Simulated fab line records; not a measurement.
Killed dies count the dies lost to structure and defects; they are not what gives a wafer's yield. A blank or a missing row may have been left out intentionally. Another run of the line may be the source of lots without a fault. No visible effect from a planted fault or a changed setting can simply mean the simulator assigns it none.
Comparing a struck lot with a sound one    flow sky130    20 steps out of a route of 708
Sound: wafers L238.1, L238.4, L238.5. Wafers struck: L226.1, L226.3, L226.6. The cause comes at the end.
Each step with rows lists, per side, the tool, then ch with its chambers, then its first start. Under that, the readings that differ: sound wafers    struck wafers    difference of the means    sigmas: that difference in standard deviations of wafers without a fault.
alike: readings with means less than 2 such deviations apart, plus words and numbers identical on both sides. not compared: withheld readings, readings lacking a value on some wafer, bounds such as >300 that could conceal the same value, and numbers that have no deviation in the record and whose values overlap.
The two part at a step that has a row with sigmas, a row that says differs or no value, or rows on one side only. Non-overlapping numbers with no deviation appear without sigmas and do not part them. A reading that every wafer of one side lacks parts them only if that side has two wafers or more.

SKY_LDD_HVP_OVL_MEAS_07:
  sound on overlay-01 at day 26 05:56; struck on overlay-02 at day 23 02:23
  alike: LDD_HVP_OVL
next, for these wafers, 1 step has no rows: SKY_LDD_HVP_IMPLANT_08.
SKY_LDD_HVP_STRIP_09: strips in O2/N2.
  sound on plasma asher-02 ch 0,1, day 26 06:07; struck on plasma asher-02 ch 0,1, day 23 02:34
  alike: chamber pressure mTorr, drypump motor current A, oes product au, strip time to endpoint s
  not compared: rf hours counter h
SKY_LDD_HVP_TW_MEAS_10:
  sound on film metro-02 at day 26 06:13; struck on film metro-02 at day 23 02:40
  alike: LDD_HVP_TW
then, 7 steps without rows for these wafers: SKY_LDD_LDN_DEHYDRATE_00 (time 60 s); SKY_LDD_LDN_HMDS_01 (prime time 60 s); SKY_LDD_LDN_COAT_02 (resist thk 1140 nm); SKY_LDD_LDN_SOFTBAKE_03 (time 60 s); SKY_LDD_LDN_EXPOSE_04 (exposes mask LDNTM, target cd 700 nm); SKY_LDD_LDN_PEB_05; SKY_LDD_LDN_DEVELOP_06 (develop time 60 s).
SKY_LDD_LDN_OVL_MEAS_07:
  sound on overlay-02 at day 27 10:53; struck on overlay-01 at day 24 08:47
  alike: LDD_LDN_OVL
SKY_LDD_LDN_IMPLANT_08:
  sound on implanter-04 ch 0, day 27 10:55; struck on implanter-02 ch 0, day 24 09:08
then, 3 steps without rows for these wafers: SKY_LDD_LDN_IMPLANT_09; SKY_LDD_LDN_IMPLANT_10; SKY_LDD_LDN_IMPLANT_11.
SKY_LDD_LDN_STRIP_12: strips in O2/N2.
  sound on plasma asher-03 ch 0,1, day 27 11:31; struck on plasma asher-03 ch 0,1, day 24 09:44
  alike: chamber pressure mTorr, drypump motor current A, oes product au, strip time to endpoint s
  not compared: rf hours counter h
SKY_LDD_LDN_TW_MEAS_13:
  sound on film metro-01 at day 27 11:37; struck on film metro-03 at day 24 09:50
reading     sound           struck          difference  sigmas
LDD_LDN_TW  1467 1458 1457  1588 1587 1582  +125        +7
then, 1 step without rows for these wafers: SKY_LDD_LDN_CLEAN_14 (cleans in SC1/SC2, time 150 s).
-- the record jumps here: 23 days lie between the struck wafers' starts before and after (it left off in module LDD_LDN and takes up again in module PAD_OPEN, whose first step shown is number 708 of the route) --
SKY_PAD_OPEN_PROBE_99:
  sound on prober-01 at day 49 02:47; struck on prober-01 at day 47 05:18
reading                          sound           struck          difference  sigmas
model.etest.tip sonos.rs ohm sq  2631 2588 2622  2378 2388 2370  -235        
  alike: killed_at_M0_to_M3, killed_at_M4_up, killed at contacts, killed at front end, killed at other, killed dies, killed open, killed short

== WHERE THEY PART ==
Within this record, at SKY_LDD_LDN_TW_MEAS_13 only. Later steps at which nothing parts them and some readings are alike: SKY_PAD_OPEN_PROBE_99.

WHY: the cause the simulator had injected
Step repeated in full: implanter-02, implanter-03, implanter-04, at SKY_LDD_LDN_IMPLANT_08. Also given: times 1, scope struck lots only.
